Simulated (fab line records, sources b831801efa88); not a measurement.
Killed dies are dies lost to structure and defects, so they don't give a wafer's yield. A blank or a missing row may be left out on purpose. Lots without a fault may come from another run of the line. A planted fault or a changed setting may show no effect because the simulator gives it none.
Chamber matching | flow sky130 | SKY_LI_CONTACT_CMP_02 on cmp-02: 4 sister chambers
The step polishes PSG. 4 wafers are shown with their chamber, then 7 later ones without.

WAFERS WITH THEIR CHAMBER
wafer  | chamber | motor_current_A (A)
L547.1 | 0       | 11.3
L547.4 | 2       | 11.3
L555.2 | 3       | 11.4
L555.3 | 1       | 10.4

WAFERS WITHOUT THEIR CHAMBER
wafer  | motor_current_A (A)
L555.4 | 11.8
L559.1 | 11.1
L559.2 | 11.6
L559.6 | 10.7
L560.4 | 12.0
L560.5 | 10.8
L560.6 | 11.5

WHICH CHAMBER EACH WENT THROUGH
wafer  | from the rows above               | in truth
L555.4 | can't be placed: 3 or 0 or 2      | 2
L559.1 | can't be placed: 0 or 2 or 3 or 1 | 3
L559.2 | can't be placed: 3 or 0 or 2      | 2
L559.6 | can't be placed: 1 or 0 or 2 or 3 | 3
L560.4 | can't be placed: 3 or 0 or 2      | 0
L560.5 | can't be placed: 1 or 0 or 2 or 3 | 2
L560.6 | can't be placed: 3 or 0 or 2      | 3
Placed correctly: 0 of 7. Can't be placed from these rows: 7 (the true chamber is among the candidates in 7). Placed wrongly: 0.
How it was worked out, from the rows above alone: a wafer's distance from a chamber is the root of the sum, over the readings, of the square of ((its reading less the chamber's mean) divided by the reading's scatter). The wafer belongs to the nearest chamber; if the next one is less than 2 further off, it can't be placed. A chamber's mean is the mean of its shown wafers. The scatter: with one shown wafer a chamber, the root of the mean of the squares of how far each hidden wafer lies from its nearest shown one.
